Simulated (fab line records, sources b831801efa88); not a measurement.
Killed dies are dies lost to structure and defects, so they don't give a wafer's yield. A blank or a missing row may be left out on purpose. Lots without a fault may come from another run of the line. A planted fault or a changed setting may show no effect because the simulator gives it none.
A struck lot beside a sound one | flow gf180mcu | 24 steps out of a route of 602
Sound: wafers L464.3, L464.4, L464.5. Struck: wafers L470.1, L470.2, L470.5. The cause comes at the end.
At each step with rows: each side's tool, then ch and its chambers, then its first start. Under that, the readings that differ: sound wafers | struck wafers | difference of the means | sigmas: that difference in standard deviations of wafers without a fault.
alike: readings whose means differ by less than 2 such deviations, and words and numbers that are the same on both sides. not compared: withheld readings, readings that some wafer has no value for, bounds like >300 that may hide the same value, and numbers for which the record gives no deviation and whose values overlap.
The two part at a step that has a row with sigmas, a row that says differs or no value, or rows on one side only. Numbers that don't overlap but have no deviation are shown without sigmas and don't part them. A reading that every wafer of one side lacks parts them only if that side has two wafers or more.

GF_V4_SPUTTER_22: material TiN, target thk 10 nm, time 40 s.
  sound on pvd_sputter-04, day 27 18:01; struck on pvd_sputter-01, day 29 13:47
  alike: cathode_dc_power_W, chamber_pressure_pa, throttle_valve_pct
GF_V4_CVD_23: deposits W, target thk 350 nm, time 104.9 s.
  sound on cvd_w-01 ch 0,1, day 27 18:05; struck on cvd_w-02 ch 0,1, day 29 13:49
  alike: chamber_pressure_Torr, heater_power_w
GF_V4_RS_MEAS_24: measures by four-point-probe.
  sound on film_metro-03, day 27 18:13; struck on film_metro-02, day 29 13:56
  alike: V4_W_RS
GF_V4_THK_MEAS_25: measures by xrf.
  sound on film_metro-03, day 27 18:19; struck on film_metro-02, day 29 14:03
  alike: V4_W_THK
then, 1 step without rows for these wafers: GF_V4_CMP_26 (polishes, stops on SiO2, t overpolish 15 s, target thk 0 nm).
GF_MIM_SPUTTER_00: material Ti, target thk 37.5 nm, time 150 s.
  sound on pvd_sputter-02, day 27 18:39; struck on pvd_sputter-03, day 29 14:25
  alike: cathode_dc_power_W, chamber_pressure_pa, throttle_valve_pct
then, 3 steps without rows for these wafers: GF_MIM_SPUTTER_01 (material TiN, target thk 30 nm, time 25 s); GF_MIM_SPUTTER_02 (material AlCu, target thk 450 nm, time 23.9 s); GF_MIM_SPUTTER_03 (material Ti, target thk 10 nm, time 6.7 s).
GF_MIM_SPUTTER_04: material TiN, target thk 50 nm, time 41.7 s.
  sound on pvd_sputter-02, day 27 18:50; struck on pvd_sputter-03, day 29 14:35
  alike: cathode_dc_power_W, chamber_pressure_pa, throttle_valve_pct
then, 1 step without rows for these wafers: GF_MIM_CVD_05 (deposits Si3N4, target thk 42 nm, time 29.086 s).
GF_MIM_THK_MEAS_06:
  sound on film_metro-02, day 27 18:55; struck on film_metro-02, day 29 14:40
  alike: MIM_CVD_05_THK
GF_MIM_SPUTTER_07: material TiN, target thk 60 nm, time 50 s.
  sound on pvd_sputter-03, day 27 18:58; struck on pvd_sputter-04, day 29 14:43
  no value came back on the struck wafers for cathode_dc_power_W (W), chamber_pressure_pa (Pa), throttle_valve_pct (%); on the sound wafers cathode_dc_power_W (W) reads 6500.1 6500.4 6501.2
GF_MIM_SPUTTER_08: material AlCu, target thk 200 nm, time 10.6 s.
  sound on pvd_sputter-03, day 27 19:01; struck on pvd_sputter-04, day 29 14:46
  alike: cathode_dc_power_W, chamber_pressure_pa, throttle_valve_pct
then, 8 steps without rows for these wafers: GF_MIM_SPUTTER_09 (material TiN, target thk 35 nm, time 29.2 s); GF_MIM_DEHYDRATE_12 (time 60 s); GF_MIM_HMDS_13 (prime time 60 s); GF_MIM_COAT_14 (resist thk 1000 nm); GF_MIM_SOFTBAKE_15 (time 60 s); GF_MIM_EXPOSE_16 (exposes mask FuseTop, target cd 2000 nm); GF_MIM_PEB_17; GF_MIM_DEVELOP_18 (develop time 60 s).
GF_MIM_METAL_ETCH_19: etches the open film in Cl2/BCl3, stops on Si3N4, target depth 324.5 nm, time 54.1 s.
  sound on rie_metal-01 ch 0,1, day 28 14:30; struck on rie_metal-01 ch 0,1, day 30 09:19
  reading                | sound                | struck               | difference | sigmas
  oes_product_au (a.u.)  | 0.927 0.935 0.932    | 0.993 0.993 1.004    | +0.065     | +10
  throttle_valve_pct (%) | 28.286 28.291 28.293 | 28.219 28.215 28.231 | -0.068     | -7
  alike: chamber_pressure_mTorr, drypump_motor_current_A
  not compared: rf_hours_counter_h
then, 1 step without rows for these wafers: GF_MIM_STRIP_20 (strips in O2/N2).

WHERE THEY PART
First at GF_MIM_SPUTTER_07; last, within this record, at GF_MIM_METAL_ETCH_19.

WHY: what the simulator had put in
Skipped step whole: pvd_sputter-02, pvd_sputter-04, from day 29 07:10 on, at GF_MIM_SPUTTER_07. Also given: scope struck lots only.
